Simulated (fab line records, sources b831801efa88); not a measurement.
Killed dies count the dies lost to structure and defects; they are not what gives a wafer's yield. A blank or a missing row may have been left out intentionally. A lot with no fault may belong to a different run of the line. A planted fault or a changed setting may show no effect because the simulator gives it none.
Lot-split experiment :: flow sky130 :: 23 wafers read from 5 lots, route of 708 steps

ABOUT THE SPLIT
At SKY_METAL2_SPUTTER_00 (material Ti, target thk 15 nm, time 10 s), the setting timeS was moved away from the recipe's 10 s on 9 of the 23 wafers read, by -13.7% to +13.5%. For the rest of the wafers, this setting stayed at what the recipe calls for.

The reading is taken at the split's own step.

THE READING
Ti_of_METAL2_SPUTTER_00.thkNm (the simulator's own value, which no gauge read), in nm, at SKY_METAL2_SPUTTER_00 (material Ti, target thk 15 nm, time 10 s). The file does not state a usual value for it. Here, 14 wafers ran the recipe; their average is 15.08 nm with a standard deviation of 0.22 nm.

wafer: L074.1
tool, chamber at the split: pvdSputter-01, -
timeS as run, s: 10
against the recipe: recipe
Ti_of_METAL2_SPUTTER_00.thkNm, nm: 15.1
against lot-mates on the recipe: -

wafer: L074.3
tool, chamber at the split: pvdSputter-01, -
timeS as run, s: 8.627
against the recipe: -13.7%
Ti_of_METAL2_SPUTTER_00.thkNm, nm: 13.01
against lot-mates on the recipe: -2.05

wafer: L074.4
tool, chamber at the split: pvdSputter-01, -
timeS as run, s: 10
against the recipe: recipe
Ti_of_METAL2_SPUTTER_00.thkNm, nm: 15.01
against lot-mates on the recipe: -

wafer: L074.5
tool, chamber at the split: pvdSputter-01, -
timeS as run, s: 8.627
against the recipe: -13.7%
Ti_of_METAL2_SPUTTER_00.thkNm, nm: 12.9
against lot-mates on the recipe: -2.16

wafer: L074.6
tool, chamber at the split: pvdSputter-01, -
timeS as run, s: 10
against the recipe: recipe
Ti_of_METAL2_SPUTTER_00.thkNm, nm: 15.08
against lot-mates on the recipe: -

wafer: L079.1
tool, chamber at the split: pvdSputter-01, -
timeS as run, s: 11.35
against the recipe: +13.5%
Ti_of_METAL2_SPUTTER_00.thkNm, nm: 16.98
against lot-mates on the recipe: +1.91

wafer: L079.3
tool, chamber at the split: pvdSputter-01, -
timeS as run, s: 10
against the recipe: recipe
Ti_of_METAL2_SPUTTER_00.thkNm, nm: 15.05
against lot-mates on the recipe: -

wafer: L079.4
tool, chamber at the split: pvdSputter-01, -
timeS as run, s: 10
against the recipe: recipe
Ti_of_METAL2_SPUTTER_00.thkNm, nm: 15.1
against lot-mates on the recipe: -

wafer: L079.5
tool, chamber at the split: pvdSputter-01, -
timeS as run, s: 11.35
against the recipe: +13.5%
Ti_of_METAL2_SPUTTER_00.thkNm, nm: 16.95
against lot-mates on the recipe: +1.88

wafer: L079.6
tool, chamber at the split: pvdSputter-01, -
timeS as run, s: 11.35
against the recipe: +13.5%
Ti_of_METAL2_SPUTTER_00.thkNm, nm: 17.16
against lot-mates on the recipe: +2.09

wafer: L081.2
tool, chamber at the split: pvdSputter-01, -
timeS as run, s: 10
against the recipe: recipe
Ti_of_METAL2_SPUTTER_00.thkNm, nm: 14.71
against lot-mates on the recipe: -

wafer: L081.3
tool, chamber at the split: pvdSputter-01, -
timeS as run, s: 11.25
against the recipe: +12.5%
Ti_of_METAL2_SPUTTER_00.thkNm, nm: 16.64
against lot-mates on the recipe: +1.88

wafer: L081.4
tool, chamber at the split: pvdSputter-01, -
timeS as run, s: 10
against the recipe: recipe
Ti_of_METAL2_SPUTTER_00.thkNm, nm: 14.77
against lot-mates on the recipe: -

wafer: L081.5
tool, chamber at the split: pvdSputter-01, -
timeS as run, s: 10
against the recipe: recipe
Ti_of_METAL2_SPUTTER_00.thkNm, nm: 14.8
against lot-mates on the recipe: -

wafer: L081.6
tool, chamber at the split: pvdSputter-01, -
timeS as run, s: 11.25
against the recipe: +12.5%
Ti_of_METAL2_SPUTTER_00.thkNm, nm: 16.57
against lot-mates on the recipe: +1.81

wafer: L084.1
tool, chamber at the split: pvdSputter-01, -
timeS as run, s: 10
against the recipe: recipe
Ti_of_METAL2_SPUTTER_00.thkNm, nm: 15.49
against lot-mates on the recipe: -

wafer: L084.2
tool, chamber at the split: pvdSputter-01, -
timeS as run, s: 10
against the recipe: recipe
Ti_of_METAL2_SPUTTER_00.thkNm, nm: 15.31
against lot-mates on the recipe: -

wafer: L084.4
tool, chamber at the split: pvdSputter-01, -
timeS as run, s: 10
against the recipe: recipe
Ti_of_METAL2_SPUTTER_00.thkNm, nm: 15.38
against lot-mates on the recipe: -

wafer: L084.5
tool, chamber at the split: pvdSputter-01, -
timeS as run, s: 10.51
against the recipe: +5.1%
Ti_of_METAL2_SPUTTER_00.thkNm, nm: 15.99
against lot-mates on the recipe: +0.60

wafer: L084.6
tool, chamber at the split: pvdSputter-01, -
timeS as run, s: 10.51
against the recipe: +5.1%
Ti_of_METAL2_SPUTTER_00.thkNm, nm: 16.09
against lot-mates on the recipe: +0.70

wafer: L085.2
tool, chamber at the split: pvdSputter-02, -
timeS as run, s: 10
against the recipe: recipe
Ti_of_METAL2_SPUTTER_00.thkNm, nm: 15.14
against lot-mates on the recipe: -

wafer: L085.3
tool, chamber at the split: pvdSputter-02, -
timeS as run, s: 10
against the recipe: recipe
Ti_of_METAL2_SPUTTER_00.thkNm, nm: 15.23
against lot-mates on the recipe: -

wafer: L085.6
tool, chamber at the split: pvdSputter-02, -
timeS as run, s: 10
against the recipe: recipe
Ti_of_METAL2_SPUTTER_00.thkNm, nm: 14.99
against lot-mates on the recipe: -

THE FIT
A straight line over all 23 wafers: Ti_of_METAL2_SPUTTER_00.thkNm changes by +0.144 nm for each +1% of timeS; r = +0.98; the points scatter about the line by 0.22 nm.
The same after taking each lot's own level away (the mean of its wafers on the recipe; 23 wafers): +0.148 nm for each +1%; r = +1.00; scatter 0.077 nm.
On that fit, the largest move of timeS shifts the reading by 2 nm.
Measured against the standard deviation above, the lots' own levels, which go from 14.760 to 15.393 nm, span 2.9 times it.
The two slopes agree, so the slope changes little with the lot-to-lot level.
Check: -2.06 nm against its lot-mates is what the line predicts for one of the wafers moved furthest among these (-13.7%) when that wafer is left out of the fit. Against them it came out at -2.05 nm.

OTHER SPLITS ON THESE WAFERS
These wafers also went through other splits before the reading. Each is held against what the fit with the lots' levels taken away leaves over:
other split on the same wafers: SKY_SD_P_IMPLANT_09 energyKev
wafers away from the commonest value: 6
r with Ti_of_METAL2_SPUTTER_00.thkNm (lot level and that fit taken away): +0.00

other split on the same wafers: SKY_SD_N_IMPLANT_10 energyKev
wafers away from the commonest value: 5
r with Ti_of_METAL2_SPUTTER_00.thkNm (lot level and that fit taken away): -0.05

other split on the same wafers: SKY_LI_CONTACT_HDPCVD_00 timeS
wafers away from the commonest value: 8
r with Ti_of_METAL2_SPUTTER_00.thkNm (lot level and that fit taken away): +0.02

other split on the same wafers: SKY_LI_CONTACT_ETCH_14 timeS
wafers away from the commonest value: 8
r with Ti_of_METAL2_SPUTTER_00.thkNm (lot level and that fit taken away): -0.24

other split on the same wafers: SKY_LI_CONTACT_CMP_24 tOverpolishS
wafers away from the commonest value: 7
r with Ti_of_METAL2_SPUTTER_00.thkNm (lot level and that fit taken away): -0.12

other split on the same wafers: SKY_CONTACT_HDPCVD_02 sih4FlowSccm
wafers away from the commonest value: 6
r with Ti_of_METAL2_SPUTTER_00.thkNm (lot level and that fit taken away): -0.31

other split on the same wafers: SKY_VIA1_ETCH_14 timeS
wafers away from the commonest value: 9
r with Ti_of_METAL2_SPUTTER_00.thkNm (lot level and that fit taken away): -0.22

THE FILE'S OWN FIT
Ti_of_METAL2_SPUTTER_00.thkNm changes by +0.148 nm for each +1% of timeS, r = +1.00.
